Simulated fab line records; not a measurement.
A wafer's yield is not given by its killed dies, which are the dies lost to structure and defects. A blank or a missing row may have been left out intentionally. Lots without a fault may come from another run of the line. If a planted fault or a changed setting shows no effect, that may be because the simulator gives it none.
Which tool did it?    flow gf180mcu    Sampling: 14 lots, 42 wafers, 3 of 602 route steps

## WHAT EACH GAUGE READ, for each wafer
The record holds no reading of a measuring or inspecting step that can be judged against a usual standard deviation.

## WHICH TOOL RAN EACH LOT (tool, then ch and the chambers of the sampled wafers, then the start)
lot   GF_M1_SPUTTER_04             GF_V1_CMP_04                   GF_V1_PEB_12
L472  pvdSputter-04, day 16 13:06  cmp-01 ch 1,3, day 17 12:57    lithoTrack-04 ch 0, day 18 11:35
L473  pvdSputter-01, day 16 22:24  cmp-01 ch 1,2,3, day 17 22:35  lithoTrack-01 ch 0, day 18 22:43
L474  pvdSputter-04, day 17 01:46  cmp-01 ch 1,2,3, day 18 02:04  lithoTrack-01 ch 0, day 19 02:07
L475  pvdSputter-01, day 17 13:46  cmp-01 ch 1,2, day 18 14:24    lithoTrack-03 ch 0, day 19 14:52
L476  pvdSputter-01, day 17 19:51  cmp-01 ch 0,1, day 18 20:37    lithoTrack-04 ch 0, day 19 20:26
L477  pvdSputter-01, day 18 05:21  cmp-02 ch 2,3, day 19 06:32    lithoTrack-01 ch 0, day 20 06:41
L478  pvdSputter-01, day 18 11:24  cmp-01 ch 1,2, day 19 12:52    lithoTrack-01 ch 0, day 20 13:17
L479  pvdSputter-04, day 18 16:40  cmp-01 ch 1,2,3, day 19 18:17  lithoTrack-01 ch 0, day 20 18:14
L480  pvdSputter-04, day 19 09:31  cmp-01 ch 0,1, day 20 10:28    lithoTrack-03 ch 0, day 21 10:11
L482  pvdSputter-01, day 19 21:15  cmp-01 ch 0,1,3, day 20 22:38  lithoTrack-03 ch 0, day 21 22:29
L483  pvdSputter-01, day 20 09:38  cmp-02 ch 0,1, day 21 10:53    lithoTrack-01 ch 0, day 22 10:40
L484  pvdSputter-04, day 20 14:07  cmp-01 ch 0,3, day 21 15:29    lithoTrack-01 ch 0, day 22 14:37
L494  pvdSputter-01, day 23 22:45  cmp-02 ch 1,2,3, day 24 21:50  lithoTrack-01, day 25 19:07
L495  pvdSputter-01, day 24 07:33  cmp-02 ch 1,2,3, day 25 06:43  lithoTrack-03, day 26 03:55
- GF_M1_SPUTTER_04: material TiN, target thk 50 nm, time 43.16 s.
- GF_V1_CMP_04: polishes SiO2.
- GF_V1_PEB_12: peb time 90 s.

## WHAT THE TOOLS THEMSELVES READ (means of the sampled wafers that have a number; where no wafer has one, the mark that the record gives instead)
GF_M1_SPUTTER_04.
lot   tool           throttleValvePct (%)
L472  pvdSputter-04  30.1
L473  pvdSputter-01  29.6
L474  pvdSputter-04  30.1
L475  pvdSputter-01  29.9
L476  pvdSputter-01  30.1
L477  pvdSputter-01  30.0
L478  pvdSputter-01  29.7
L479  pvdSputter-04  30.2
L480  pvdSputter-04  29.6
L482  pvdSputter-01  30.0
L483  pvdSputter-01  29.8
L484  pvdSputter-04  29.6
L494  pvdSputter-01  29.7
L495  pvdSputter-01  29.7

GF_V1_CMP_04.
lot   tool    motorCurrentA (A)  slurryFilterDpKPa (kPa)  timeToEndpointS (s)
L472  cmp-01  12.3               13.41                    78
L473  cmp-01  12.4               13.41                    87
L474  cmp-01  13.0               13.50                    83
L475  cmp-01  12.8               13.36                    83
L476  cmp-01  11.4               13.49                    75
L477  cmp-02  12.0               13.34                    78
L478  cmp-01  12.1               13.37                    81
L479  cmp-01  12.6               13.65                    82
L480  cmp-01  11.5               13.53                    84
L482  cmp-01  11.9               13.43                    79
L483  cmp-02  11.8               13.60                    83
L484  cmp-01  11.5               13.41                    86
L494  cmp-02  12.1               13.60                    80
L495  cmp-02  12.2               13.58                    82

GF_V1_PEB_12.
lot   tool           chillPlateTempC (C)  exhaustPa (Pa)
L472  lithoTrack-04  23.02                45.8
L473  lithoTrack-01  22.97                45.8
L474  lithoTrack-01  22.96                43.4
L475  lithoTrack-03  22.91                45.1
L476  lithoTrack-04  23.09                45.4
L477  lithoTrack-01  23.04                43.8
L478  lithoTrack-01  23.01                44.4
L479  lithoTrack-01  23.02                45.0
L480  lithoTrack-03  22.99                45.1
L482  lithoTrack-03  23.16                44.5
L483  lithoTrack-01  23.19                44.9
L484  lithoTrack-01  23.08                45.0
L494  lithoTrack-01  -                    -
L495  lithoTrack-03  -                    -

## THE ANSWER, worked out from the rows above alone
Rule: the usual values come from the lots themselves. The widest of any qualifying gaps counts: lots, ordered by their means at a reading, are off when they make up no more than a third of the lots, leave a main group of 4 or more, and stand apart from it by 3 or more times the standard deviation of that group's means. A main group is skipped when, at the precision printed for the reading in the tables above, its means are all equal. A lot without any number at a reading at which 4 lots or more have one is off too. Any other lot the step has rows for is counted as sound. After the gauges, taken in route order, come the tools' own readings; for these a lot's mean is taken, as printed above. The first step at which some lot is off is used, and at that step the reading that is off furthest; a lot without a number counts as furthest.
Off: L494, L495 (GF_V1_PEB_12, chillPlateTempC). Without a number there: L494, L495. The main group: mean 23.04 C, standard deviation 0.078.
A tool fits if, at that step or a process step before it, it ran every lot that is off, and no sound lot after the first of them. Can't be told from this: 2 tools fit, pvdSputter-01 at GF_M1_SPUTTER_04, cmp-02 at GF_V1_CMP_04.

## WHAT WAS PUT IN BY THE SIMULATOR
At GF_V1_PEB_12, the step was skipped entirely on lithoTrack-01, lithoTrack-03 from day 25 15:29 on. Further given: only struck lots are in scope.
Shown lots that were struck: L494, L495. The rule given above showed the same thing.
